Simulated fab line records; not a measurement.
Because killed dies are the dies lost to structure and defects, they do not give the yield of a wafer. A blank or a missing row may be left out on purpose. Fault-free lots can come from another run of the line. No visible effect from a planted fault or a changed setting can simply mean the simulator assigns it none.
fab line records | flow gf180mcu
[record] lots = 24 wafers = 72 last-day = 35
route steps=602 shown V2@387 M3@423 V3@444 V4@479
lots untouched by any fault: they come from a run of this same line in which no faults occurred
start-h: hours from the record's first day to the start of the lot's first wafer shown | wait-h: how many hours have passed since the lot's step before this one | " the same as in the row above | L1.1+2: a single row standing in for several wafers | - no value, or no start was given | * or withheld: withheld | < > ~ a bound
route shown NAME@n: NAME is a module with steps in the file, n the number in the route of the first one | usual: the fault-free wafers' mean and standard deviation | same: alike in all rows | chamber/n: place in a boat | sites: each site's reading | _std_site: standard deviation across them | _edge_site: outer sites' mean less inner sites' | radius-mm: how far each site lies from the wafer's centre | mask NAME#n: copy n | behind: the last tool/chamber to shape the wafer | hold: cause of the lot's hold/its duration in hours/its outcome | device: the transistor (n, p or np) that didn't switch | end of line: the tests these same wafers got at the end of their route | a step given without rows: its recipe and nothing more | killed: dies lost to structure and defects at the first sort, not the wafer's yield | map: shows each die of a wafer: x if killed, . if not, _ if none is there
set.NAME: the setting that was run; set.NAME@STEP: the one run at that earlier step | model.NAME: the simulator's own value behind a step, which no gauge read
steps of the route over a sample of lots; a table a step, a row a wafer
services: a tool's chamber out of use, with start hour (start-h, from the record's first day; less than 0 if before it), hours out, and reason
[[steps]]
[step GF_V2_BOW_MEAS_05]
[recipe] mode = bow
[usual] V2_BOW = 102/8.8
// columns lot.wafer tool chamber start-h wait-h V2_BOW[um]
L074.1 film-metro-01 - 449.18 0.2 114
L074.4 " - " " 101
L074.5 " - " " 107
L075.2 film-metro-01 - 455.19 0.1 111
L075.4 " - " " 111
L075.5 " - " " 97
L076.1 film-metro-03 - 461.59 0.2 97
L076.3 " - " " 83
L076.4 " - " " 98
L077.1 film-metro-03 - 481.35 0.1 109
L077.3 " - " " 106
L077.6 " - " " 112
L078.1 film-metro-03 - 492.73 0.2 100
L078.2 " - " " 101
L078.5 " - " " 110
L079.1 film-metro-01 - 504.00 0.1 97
L079.2 " - " " 91
L079.6 " - " " 93
L080.3 film-metro-03 - 512.47 0.3 100
L080.4 " - " " 89
L080.6 " - " " 96
L081.2 film-metro-01 - 524.69 0.1 97
L081.3 " - " " 91
L081.4 " - " " 86
L082.1 film-metro-01 - 524.91 0.1 103
L082.4 " - " " 100
L082.5 " - " " 95
L083.3 film-metro-01 - 531.41 0.2 98
L083.4 " - " " 85
L083.6 " - " " 92
L084.2 film-metro-02 - 555.53 0.1 105
L084.3 " - " " 86
L084.5 " - " " 101
L085.1 film-metro-02 - 556.07 0.2 96
L085.3 " - " " 109
L085.4 " - " " 110
L086.1 film-metro-01 - 559.39 0.2 118
L086.3 " - " " 118
L086.5 " - " " 120
L087.2 film-metro-02 - 565.01 0.2 93
L087.3 " - " " 102
L087.5 " - " " 102
L088.2 film-metro-01 - 577.84 0.1 116
L088.3 " - " " 116
L088.5 " - " " 106
L089.1 film-metro-02 - 583.52 0.1 112
L089.4 " - " " 116
L089.6 " - " " 119
L090.3 film-metro-02 - 601.16 0.3 109
L090.4 " - " " 107
L090.6 " - " " 116
L091.2 film-metro-03 - 602.08 0.3 97
L091.3 " - " " 89
L091.5 " - " " 99
L092.2 film-metro-03 - 605.38 0.3 97
L092.3 " - " " 96
L092.6 " - " " 94
L093.1 film-metro-01 - 610.00 0.2 104
L093.4 " - " " 108
L093.5 " - " " 106
L094.3 film-metro-01 - 622.25 0.2 105
L094.4 " - " " 103
L094.6 " - " " 100
L095.2 film-metro-01 - 627.79 0.2 109
L095.3 " - " " 99
L095.6 " - " " 99
L096.1 film-metro-03 - 646.77 0.1 107
L096.2 " - " " 93
L096.3 " - " " 97
L097.2 film-metro-01 - 647.94 0.1 93
L097.4 " - " " 97
L097.5 " - " " 96
[step GF_M3_CD_MEAS_14]
[recipe] target-cd-nm = 280
[usual] cd-nm = 279.6/1.1
// columns lot.wafer tool chamber start-h wait-h cd-nm
L074.1 cd-sem-02 - 499.15 0.1 280.3
L074.4 " - " " 279.1
L074.5 " - " " 280.4
L075.2 cd-sem-02 - 505.06 0.1 280.6
L075.4 " - " " 280.5
L075.5 " - " " 280.3
L076.1 cd-sem-01 - 511.84 0.1 278.0
L076.3 " - " " 279.5
L076.4 " - " " 279.5
L077.1 cd-sem-01 - 530.16 0.1 281.0
L077.3 " - " " 281.1
L077.6 " - " " 280.6
L078.1 cd-sem-02 - 541.45 0.2 278.7
L078.2 " - " " 278.9
L078.5 " - " " 279.7
L079.1 cd-sem-02 - 551.79 0.1 279.7
L079.2 " - " " 279.5
L079.6 " - " " 279.2
L080.3 cd-sem-01 - 558.55 0.1 280.5
L080.4 " - " " 279.3
L080.6 " - " " 280.8
L081.2 cd-sem-01 - 571.21 0.1 279.2
L081.3 " - " " 280.0
L081.4 " - " " 279.1
L082.1 cd-sem-01 - 571.80 0.1 279.7
L082.4 " - " " 281.0
L082.5 " - " " 280.0
L083.3 cd-sem-02 - 576.23 0.1 278.8
L083.4 " - " " 279.4
L083.6 " - " " 279.5
L084.2 cd-sem-01 - 601.33 0.1 280.4
L084.3 " - " " 280.7
L084.5 " - " " 281.1
L085.1 cd-sem-01 - 601.80 0.1 281.7
L085.3 " - " " 281.0
L085.4 " - " " 281.4
L086.1 cd-sem-02 - 604.96 0.1 279.3
L086.3 " - " " 280.3
L086.5 " - " " 279.8
L087.2 cd-sem-01 - 609.61 0.1 279.4
L087.3 " - " " 280.8
L087.5 " - " " 279.7
L088.2 cd-sem-01 - 621.48 0.1 280.7
L088.3 " - " " 281.1
L088.5 " - " " 281.0
L089.1 cd-sem-02 - 627.84 0.1 277.7
L089.4 " - " " 279.1
L089.6 " - " " 278.3
L090.3 cd-sem-01 - 644.28 0.1 275.7
L090.4 " - " " 277.4
L090.6 " - " " 277.5
L091.2 cd-sem-01 - 645.51 0.1 280.1
L091.3 " - " " 279.9
L091.5 " - " " 279.5
L092.2 cd-sem-02 - 648.57 0.1 278.8
L092.3 " - " " 279.7
L092.6 " - " " 278.4
L093.1 cd-sem-01 - 652.81 0.1 278.6
L093.4 " - " " 278.6
L093.5 " - " " 278.8
L094.3 cd-sem-02 - 663.80 0.1 278.1
L094.4 " - " " 278.3
L094.6 " - " " 277.7
L095.2 cd-sem-01 - 669.72 0.1 280.3
L095.3 " - " " 280.9
L095.6 " - " " 280.0
L096.1 cd-sem-01 - 687.16 0.1 280.1
L096.2 " - " " 280.3
L096.3 " - " " 279.9
L097.2 cd-sem-01 - 689.91 0.1 279.3
L097.4 " - " " 279.3
L097.5 " - " " 279.7
[step GF_M3_OVL_MEAS_15]
[usual] M3_OVL = 3/5.7
// columns lot.wafer tool chamber start-h wait-h M3_OVL[nm]
L074.1 overlay-01 - 499.27 0.1 5
L074.4 " - " " 2
L074.5 " - " " -3
L075.2 overlay-01 - 505.17 0.1 1
L075.4 " - " " 7
L075.5 " - " " 1
L076.1 overlay-02 - 511.96 0.1 14
L076.3 " - " " 12
L076.4 " - " " 14
L077.1 overlay-02 - 530.28 0.1 13
L077.3 " - " " 11
L077.6 " - " " 5
L078.1 overlay-02 - 541.57 0.1 0
L078.2 " - " " -1
L078.5 " - " " 4
L079.1 overlay-02 - 551.91 0.1 5
L079.2 " - " " -8
L079.6 " - " " 2
L080.3 overlay-01 - 558.64 0.1 8
L080.4 " - " " 6
L080.6 " - " " 1
L081.2 overlay-02 - 571.32 0.1 1
L081.3 " - " " -3
L081.4 " - " " 0
L082.1 overlay-02 - 571.92 0.1 1
L082.4 " - " " -15
L082.5 " - " " -6
L083.3 overlay-01 - 576.33 0.1 3
L083.4 " - " " 6
L083.6 " - " " 1
L084.2 overlay-01 - 601.43 0.1 5
L084.3 " - " " 2
L084.5 " - " " -6
L085.1 overlay-01 - 601.92 0.1 5
L085.3 " - " " -1
L085.4 " - " " -2
L086.1 overlay-02 - 605.08 0.1 8
L086.3 " - " " 8
L086.5 " - " " 11
L087.2 overlay-02 - 609.72 0.1 -2
L087.3 " - " " 2
L087.5 " - " " 7
L088.2 overlay-02 - 621.58 0.1 3
L088.3 " - " " 7
L088.5 " - " " -4
L089.1 overlay-02 - 627.96 0.1 9
L089.4 " - " " 11
L089.6 " - " " 9
L090.3 overlay-02 - 644.37 0.1 -6
L090.4 " - " " -1
L090.6 " - " " -6
L091.2 overlay-02 - 645.62 0.1 -7
L091.3 " - " " -6
L091.5 " - " " -2
L092.2 overlay-01 - 648.68 0.1 0
L092.3 " - " " 2
L092.6 " - " " 2
L093.1 overlay-01 - 652.93 0.1 1
L093.4 " - " " 15
L093.5 " - " " 6
L094.3 overlay-02 - 663.89 0.1 3
L094.4 " - " " 0
L094.6 " - " " -2
L095.2 overlay-01 - 669.83 0.1 7
L095.3 " - " " 4
L095.6 " - " " 3
L096.1 overlay-02 - 687.28 0.1 5
L096.2 " - " " 8
L096.3 " - " " 5
L097.2 overlay-01 - 690.02 0.1 10
L097.4 " - " " 2
L097.5 " - " " 0
[step GF_V3_OVL_MEAS_15]
[usual] V3_OVL = 1/6.2
// columns lot.wafer tool chamber start-h wait-h V3_OVL[nm]
L074.1 overlay-02 - 523.75 0.1 6
L074.4 " - " " 11
L074.5 " - " " 8
L075.2 overlay-02 - 530.57 0.1 5
L075.4 " - " " 9
L075.5 " - " " 13
L076.1 overlay-02 - 537.11 0.1 -6
L076.3 " - " " -9
L076.4 " - " " -2
L077.1 overlay-02 - 554.11 0.1 -1
L077.3 " - " " -8
L077.6 " - " " 1
L078.1 overlay-01 - 576.98 0.1 2
L078.2 " - " " 8
L078.5 " - " " 7
L079.1 overlay-02 - 578.45 0.1 -4
L079.2 " - " " -2
L079.6 " - " " 3
L080.3 overlay-01 - 582.81 0.1 -4
L080.4 " - " " -2
L080.6 " - " " -1
L081.2 overlay-02 - 594.27 0.1 6
L081.3 " - " " 10
L081.4 " - " " 12
L082.1 overlay-01 - 597.60 0.1 3
L082.4 " - " " 7
L082.5 " - " " 3
L083.3 overlay-01 - 599.46 0.1 0
L083.4 " - " " 0
L083.6 " - " " 3
L084.2 overlay-02 - 623.92 0.1 3
L084.3 " - " " 7
L084.5 " - " " 13
L085.1 overlay-01 - 624.28 0.1 -5
L085.3 " - " " 5
L085.4 " - " " -3
L086.1 overlay-01 - 630.45 0.1 1
L086.3 " - " " 3
L086.5 " - " " 3
L087.2 overlay-02 - 632.75 0.1 -9
L087.3 " - " " -10
L087.5 " - " " -6
L088.2 overlay-01 - 643.45 0.1 8
L088.3 " - " " -2
L088.5 " - " " -2
L089.1 overlay-01 - 649.93 0.1 4
L089.4 " - " " 5
L089.6 " - " " 11
L090.3 overlay-01 - 665.49 0.1 1
L090.4 " - " " -2
L090.6 " - " " 1
L091.2 overlay-02 - 667.48 0.1 -6
L091.3 " - " " -2
L091.5 " - " " -8
L092.2 overlay-02 - 669.78 0.1 4
L092.3 " - " " 2
L092.6 " - " " -1
L093.1 overlay-01 - 674.80 0.1 -6
L093.4 " - " " -2
L093.5 " - " " -2
L094.3 overlay-01 - 685.42 0.1 5
L094.4 " - " " 5
L094.6 " - " " 0
L095.2 overlay-01 - 690.58 0.1 -1
L095.3 " - " " -1
L095.6 " - " " -4
L096.1 overlay-01 - 707.73 0.1 2
L096.2 " - " " 2
L096.3 " - " " -1
L097.2 overlay-02 - 710.05 0.1 -9
L097.4 " - " " -14
L097.5 " - " " -4
[step GF_V3_ETCH_16]
[recipe] chemistry = N2/H2 target-depth-a = withheld overetch-a = withheld time-s = withheld target = BARC ion-energy-ev = 200 source-w = 500 bias-w = 100 pressure-mtorr = 30 n2-flow-sccm = 100 h2-flow-sccm = 200
[usual] drypump-motor-current-A = 5.8/0.45 oes-product-au = 0.856/0.0043 throttle-valve-pct = 13.224/0.0092
// columns lot.wafer tool chamber start-h wait-h drypump-motor-current-A oes-product-au throttle-valve-pct
L074.1 rie-diel-01 3 523.78 0.0 5.9 0.853 13.233
L074.4 " 0 " " 5.5 0.857 13.212
L074.5 " 2 " " 5.7 0.855 13.231
L075.2 rie-diel-03 2 530.60 0.0 6.7 0.860 13.218
L075.4 " 2 " " 6.7 0.856 13.228
L075.5 " 3 " " 5.9 0.849 13.204
L076.1 rie-diel-01 1 537.15 0.0 5.9 0.847 13.220
L076.3 " 0 " " 5.6 0.852 13.225
L076.4 " 0 " " 5.6 0.858 13.222
L077.1 rie-diel-01 3 554.15 0.0 5.9 0.859 13.232
L077.3 " 1 " " 5.9 0.856 13.223
L077.6 " 1 " " 5.9 0.853 13.221
L078.1 rie-diel-01 3 577.01 0.0 5.9 0.856 13.224
L078.2 " 0 " " 5.6 0.861 13.209
L078.5 " 0 " " 5.6 0.856 13.210
L079.1 rie-diel-01 2 578.48 0.0 5.7 0.860 13.225
L079.2 " 1 " " 5.9 0.858 13.211
L079.6 " 2 " " 5.7 0.859 13.230
L080.3 rie-diel-01 0 582.83 0.0 5.6 0.858 13.245
L080.4 " 3 " " 5.9 0.858 13.219
L080.6 " 0 " " 5.6 0.853 13.227
L081.2 rie-diel-04 2 594.30 0.0 6.2 0.856 13.213
L081.3 " 0 " " 4.8 0.856 13.212
L081.4 " 3 " " 5.6 0.852 13.209
L082.1 rie-diel-01 3 597.63 0.0 5.9 0.852 13.221
L082.4 " 0 " " 5.5 0.859 13.232
L082.5 " 2 " " 5.7 0.854 13.235
L083.3 rie-diel-04 2 599.48 0.0 6.2 0.855 13.242
L083.4 " 3 " " 5.6 0.854 13.227
L083.6 " 2 " " 6.2 0.852 13.241
L084.2 rie-diel-03 2 623.95 0.0 6.6 0.855 13.224
L084.3 " 3 " " 5.9 0.858 13.228
L084.5 " 3 " " 5.9 0.855 13.218
L085.1 rie-diel-01 2 624.31 0.0 5.7 0.862 13.231
L085.3 " 0 " " 5.6 0.857 13.222
L085.4 " 1 " " 5.9 0.855 13.228
L086.1 rie-diel-03 1 630.48 0.0 5.7 0.859 13.221
L086.3 " 2 " " 6.7 0.853 13.233
L086.5 " 1 " " 5.7 0.850 13.241
L087.2 rie-diel-04 0 632.78 0.0 4.8 0.852 13.230
L087.3 " 2 " " 6.2 0.851 13.240
L087.5 " 2 " " 6.2 0.856 13.231
L088.2 rie-diel-04 2 643.48 0.0 6.2 0.851 13.216
L088.3 " 0 " " 4.8 0.854 13.229
L088.5 " 1 " " 6.4 0.855 13.222
L089.1 rie-diel-03 3 649.96 0.0 5.9 0.852 13.209
L089.4 " 0 " " 5.2 0.860 13.224
L089.6 " 2 " " 6.7 0.860 13.232
L090.3 rie-diel-01 2 665.51 0.0 5.7 0.850 13.227
L090.4 " 0 " " 5.6 0.846 13.226
L090.6 " 1 " " 5.9 0.855 13.226
L091.2 rie-diel-03 0 667.51 0.0 5.2 0.850 13.219
L091.3 " 1 " " 5.7 0.857 13.222
L091.5 " 1 " " 5.7 0.857 13.203
L092.2 rie-diel-04 2 669.81 0.0 6.2 0.851 13.224
L092.3 " 1 " " 6.4 0.859 13.231
L092.6 " 0 " " 4.8 0.871 13.225
L093.1 rie-diel-03 0 674.83 0.0 5.2 0.861 13.226
L093.4 " 3 " " 5.9 0.855 13.226
L093.5 " 1 " " 5.7 0.852 13.222
L094.3 rie-diel-04 1 685.45 0.0 6.4 0.859 13.211
L094.4 " 3 " " 5.6 0.853 13.229
L094.6 " 3 " " 5.6 0.863 13.226
L095.2 rie-diel-04 2 690.61 0.0 6.2 0.850 13.216
L095.3 " 1 " " 6.4 0.854 13.208
L095.6 " 1 " " 6.4 0.855 13.218
L096.1 rie-diel-03 0 707.76 0.0 5.2 0.848 13.245
L096.2 " 2 " " 6.7 0.859 13.222
L096.3 " 3 " " 5.9 0.849 13.231
L097.2 rie-diel-03 3 710.08 0.0 5.9 0.859 13.241
L097.4 " 2 " " 6.6 0.845 13.214
L097.5 " 3 " " 5.9 0.857 13.208
[step GF_V4_THK_MEAS_03]
[recipe] reads = SiO2_of_V4_CVD_02
[usual] V4_CVD_02_THK = 852/11
// columns lot.wafer tool chamber start-h wait-h V4_CVD_02_THK[nm]
L074.1 film-metro-01 - 554.92 0.1 850
L074.4 " - " " 856
L074.5 " - " " 862
L075.2 film-metro-02 - 555.88 0.0 852
L075.4 " - " " 867
L075.5 " - " " 862
L076.1 film-metro-03 - 560.58 0.0 854
L076.3 " - " " 853
L076.4 " - " " 872
L077.1 film-metro-02 - 579.72 0.1 848
L077.3 " - " " 853
L077.6 " - " " 856
L078.1 film-metro-02 - 601.24 0.1 838
L078.2 " - " " 838
L078.5 " - " " 856
L079.1 film-metro-01 - 603.36 0.1 838
L079.2 " - " " 838
L079.6 " - " " 863
L080.3 film-metro-03 - 606.72 0.1 838
L080.4 " - " " 850
L080.6 " - " " 852
L081.2 film-metro-02 - 617.56 0.0 832
L081.3 " - " " 836
L081.4 " - " " 855
L082.1 film-metro-02 - 621.50 0.0 853
L082.4 " - " " 865
L082.5 " - " " 858
L083.3 film-metro-03 - 622.83 0.1 846
L083.4 " - " " 851
L083.6 " - " " 865
L084.2 film-metro-02 - 647.15 0.0 835
L084.3 " - " " 832
L084.5 " - " " 836
L085.1 film-metro-02 - 647.40 0.0 841
L085.3 " - " " 851
L085.4 " - " " 860
L086.1 film-metro-02 - 654.13 0.0 840
L086.3 " - " " 843
L086.5 " - " " 866
L087.2 film-metro-01 - 655.11 0.0 846
L087.3 " - " " 856
L087.5 " - " " 865
L088.2 film-metro-03 - 665.43 0.0 845
L088.3 " - " " 860
L088.5 " - " " 854
L089.1 film-metro-03 - 672.33 0.0 848
L089.4 " - " " 876
L089.6 " - " " 859
L090.3 film-metro-02 - 688.18 0.1 857
L090.4 " - " " 851
L090.6 " - " " 859
L091.2 film-metro-03 - 690.21 0.0 838
L091.3 " - " " 868
L091.5 " - " " 869
L092.2 film-metro-03 - 692.80 0.0 845
L092.3 " - " " 858
L092.6 " - " " 870
L093.1 film-metro-03 - 696.67 0.0 836
L093.4 " - " " 851
L093.5 " - " " 854
L094.3 film-metro-01 - 706.44 0.1 857
L094.4 " - " " 844
L094.6 " - " " 861
L095.2 film-metro-03 - 712.08 0.0 823
L095.3 " - " " 834
L095.6 " - " " 848
L096.1 film-metro-01 - 728.74 0.0 824
L096.2 " - " " 843
L096.3 " - " " 840
L097.2 film-metro-03 - 730.73 0.0 863
L097.4 " - " " 861
L097.5 " - " " 850
[[services]]
// columns tool chamber start-h hours kind
rie-diel-03 0 520.57 5.9 repair
rie-diel-03 0 526.51 - clean
rie-diel-03 0 526.51 14.3 scheduled-down
rie-diel-03 0 526.51 14.3 vent-cycle
rie-diel-01 2 536.32 2.6 repair
rie-diel-01 0 546.71 5.3 repair
rie-diel-04 2 582.72 6.4 repair
rie-diel-01 1 596.94 4.0 repair
rie-diel-01 - 600.41 0.4 repair
rie-diel-01 1 610.06 2.7 repair
rie-diel-01 3 626.89 2.0 repair
rie-diel-04 3 639.38 2.4 repair
rie-diel-04 0 648.79 4.3 repair
rie-diel-04 3 687.45 4.3 repair
rie-diel-03 1 687.70 - clean
rie-diel-03 1 687.70 11.7 scheduled-down
rie-diel-03 1 687.70 11.7 vent-cycle
[[key]]
fault none
